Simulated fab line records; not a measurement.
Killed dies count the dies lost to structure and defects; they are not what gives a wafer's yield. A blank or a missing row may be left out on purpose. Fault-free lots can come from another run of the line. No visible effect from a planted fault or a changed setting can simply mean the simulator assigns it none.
Struck lot and sound lot, side by side + flow sky130 + 19 out of 708 route steps
Sound: wafers L650.1, L650.3, L650.4. The struck wafers were L662.2, L662.5, L662.6. At the end, the cause is stated.
Each step with rows lists, per side, the tool, then ch with its chambers, then its first start. Under that, the readings that differ: sound wafers + struck wafers + difference of the means + sigmas: that difference in standard deviations of wafers without a fault.
alike: readings with means less than 2 such deviations apart, plus words and numbers identical on both sides. not compared: withheld readings, readings lacking a value on some wafer, bounds such as >300 that could conceal the same value, and numbers that have no deviation in the record and whose values overlap.
A row with sigmas, a row that says differs or no value, or rows on one side alone: a step with any of these is where the two part. Non-overlapping numbers with no deviation appear without sigmas and do not part them. Lack of a reading on every wafer of one side parts them only where that side has two or more wafers.

first, 3 steps without rows for these wafers: SKY_POLY_CUT_EXPOSE_05 (exposes mask NPCM, target cd 270 nm); SKY_POLY_CUT_PEB_06; SKY_POLY_CUT_DEVELOP_07 (develop time 60 s).
SKY_POLY_CUT_CD_MEAS_08: the cd target is 270 nm.
  struck on cd_sem-01, day 30 09:35; sound on cd_sem-02, day 26 10:10
  alike: cd_nm
SKY_POLY_CUT_OVL_MEAS_09:
  struck on overlay-01, day 30 09:41; sound on overlay-01, day 26 10:17
  alike: POLY_CUT_OVL
SKY_POLY_CUT_ETCH_10: etches BARC in N2/H2, stops on SiO2, time 45.9 s, target depth 60 nm.
  sound on rie_diel-04 ch 1,2,3, day 26 10:19; struck on rie_diel-03 ch 1,2,3, day 30 09:43
  alike: drypump_motor_current_A, h2_flow_sccm, oes_product_au, throttle_valve_pct
  not compared: rf_hours_counter_h
SKY_POLY_CUT_ETCH_11: etches Si3N4 in CF4/CH2F2/Ar, stops on poly-Si, time 42.5 s, target depth 60 nm.
  sound on rie_diel-04 ch 1,2,3, day 26 10:21; struck on rie_diel-03 ch 1,2,3, day 30 09:45
  alike: drypump_motor_current_A, oes_product_au, throttle_valve_pct
  not compared: rf_hours_counter_h
SKY_POLY_CUT_STRIP_12: strips in O2/N2.
  sound on plasma_asher-02 ch 0,1, day 26 10:23; struck on plasma_asher-04 ch 0,1, day 30 09:47
  alike: drypump_motor_current_A, oes_product_au, strip_time_to_endpoint_s
  not compared: rf_hours_counter_h
then, 4 steps without rows for these wafers: SKY_SD_P_DEHYDRATE_00 (time 60 s); SKY_SD_P_HMDS_01 (prime time 60 s); SKY_SD_P_COAT_02 (resist thk 1140 nm); SKY_SD_P_SOFTBAKE_03 (time 60 s).
SKY_SD_P_EXPOSE_04: exposes mask PSDM, target cd 380 nm.
  sound on iline_stepper-01 ch 0, day 27 01:37; struck on iline_stepper-01 ch 0, day 31 00:53
| reading                      | sound                | struck               | difference | sigmas |
|------------------------------|----------------------|----------------------|------------|--------|
| model.SD_P.overlay_x_nm (nm) | -1.257 -1.257 -1.257 | -49.99 -49.99 -49.99 | -48.73     |        |
  alike: mask
then, 2 steps without rows for these wafers: SKY_SD_P_PEB_05; SKY_SD_P_DEVELOP_06 (develop time 60 s).
SKY_SD_P_CD_MEAS_07: the cd target is 380 nm.
  struck on cd_sem-02, day 31 14:47; sound on cd_sem-02, day 27 15:49
  alike: cd_nm
SKY_SD_P_OVL_MEAS_08:
  struck on overlay-02, day 31 14:54; sound on overlay-01, day 27 15:56
| reading       | sound          | struck            | difference | sigmas |
|---------------|----------------|-------------------|------------|--------|
| SD_P_OVL (nm) | -1.4 -2.1 -2.0 | -52.4 -51.7 -50.8 | -49.8      | -42    |
next, for these wafers, 1 step has no rows: SKY_SD_P_IMPLANT_09.
-- here the record skips 19 days between the struck wafers' starts before and after, leaving off in module SD_P and picking up in module PAD_OPEN (first step shown: number 708 of the route) --
SKY_PAD_OPEN_PROBE_99:
  the record has rows for the struck wafers here (prober-02, day 50 02:54) and none for the sound ones

WHERE THEY PART
At SKY_SD_P_OVL_MEAS_08 first; at SKY_PAD_OPEN_PROBE_99 last (within this record only).

WHY: whatever the simulator had introduced
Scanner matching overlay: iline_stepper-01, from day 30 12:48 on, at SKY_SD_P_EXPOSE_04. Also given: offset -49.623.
